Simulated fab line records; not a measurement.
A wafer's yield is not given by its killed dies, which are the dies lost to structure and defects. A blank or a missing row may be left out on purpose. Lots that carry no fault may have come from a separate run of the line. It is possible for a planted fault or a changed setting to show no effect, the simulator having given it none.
Matching of chambers :: flow sky130 :: 4 sister chambers for SKY_METAL3_ETCH_17 on rie-diel-01
The step etches SiO2 in C4F8/O2/Ar, stops on TiN, time 3.9 s, target depth 15 nm. 14 wafers are shown with their chamber, then 7 later ones without.

WAFERS WITH THEIR CHAMBER
wafer: L074.1
chamber: 0
oes-product-au (a.u.): 0.741

wafer: L074.3
chamber: 1
oes-product-au (a.u.): 0.748

wafer: L074.4
chamber: 3
oes-product-au (a.u.): 0.754

wafer: L075.4
chamber: 1
oes-product-au (a.u.): 0.747

wafer: L075.5
chamber: 2
oes-product-au (a.u.): 0.755

wafer: L075.6
chamber: 1
oes-product-au (a.u.): 0.755

wafer: L077.1
chamber: 0
oes-product-au (a.u.): 0.755

wafer: L077.5
chamber: 3
oes-product-au (a.u.): 0.752

wafer: L077.6
chamber: 0
oes-product-au (a.u.): 0.754

wafer: L079.1
chamber: 3
oes-product-au (a.u.): 0.755

wafer: L079.2
chamber: 0
oes-product-au (a.u.): 0.753

wafer: L079.6
chamber: 0
oes-product-au (a.u.): 0.757

wafer: L088.3
chamber: 3
oes-product-au (a.u.): 0.754

wafer: L088.4
chamber: 1
oes-product-au (a.u.): 0.761

SIGNATURES (means of the wafers above)
reading: oes-product-au
chamber 0: 0.75200
chamber 1: 0.75275
chamber 2: 0.75500
chamber 3: 0.75375
scatter within a chamber: 0.00542
Rule: distance of a wafer from a chamber = root of the sum over the readings of ((wafer's reading minus chamber's mean) / reading's scatter) squared. The wafer belongs to the nearest chamber; if the next one is less than 2 further off, it can't be placed. The scatter: the root of (the sum of the squares of (reading less its chamber's mean) over the shown wafers, divided by (wafers less chambers)).

WAFERS WITH NO CHAMBER GIVEN
wafer: L088.5
oes-product-au (a.u.): 0.757

wafer: L091.1
oes-product-au (a.u.): 0.752

wafer: L091.4
oes-product-au (a.u.): 0.761

wafer: L091.5
oes-product-au (a.u.): 0.755

wafer: L095.1
oes-product-au (a.u.): 0.746

wafer: L095.3
oes-product-au (a.u.): 0.749

wafer: L095.4
oes-product-au (a.u.): 0.767

THE CHAMBER EACH PASSED THROUGH
wafer: L088.5
from the rows above: can't be placed: 2 or 3 or 1 or 0
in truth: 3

wafer: L091.1
from the rows above: can't be placed: 0 or 1 or 3 or 2
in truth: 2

wafer: L091.4
from the rows above: can't be placed: 2 or 3 or 1 or 0
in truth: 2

wafer: L091.5
from the rows above: can't be placed: 2 or 3 or 1 or 0
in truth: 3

wafer: L095.1
from the rows above: can't be placed: 0 or 1 or 3 or 2
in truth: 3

wafer: L095.3
from the rows above: can't be placed: 0 or 1 or 3 or 2
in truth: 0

wafer: L095.4
from the rows above: can't be placed: 2 or 3 or 1 or 0
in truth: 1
Correctly placed: 0 of 7. Unplaceable from these rows: 7, with the true chamber sitting among the candidates in 7. 0 placed wrongly.
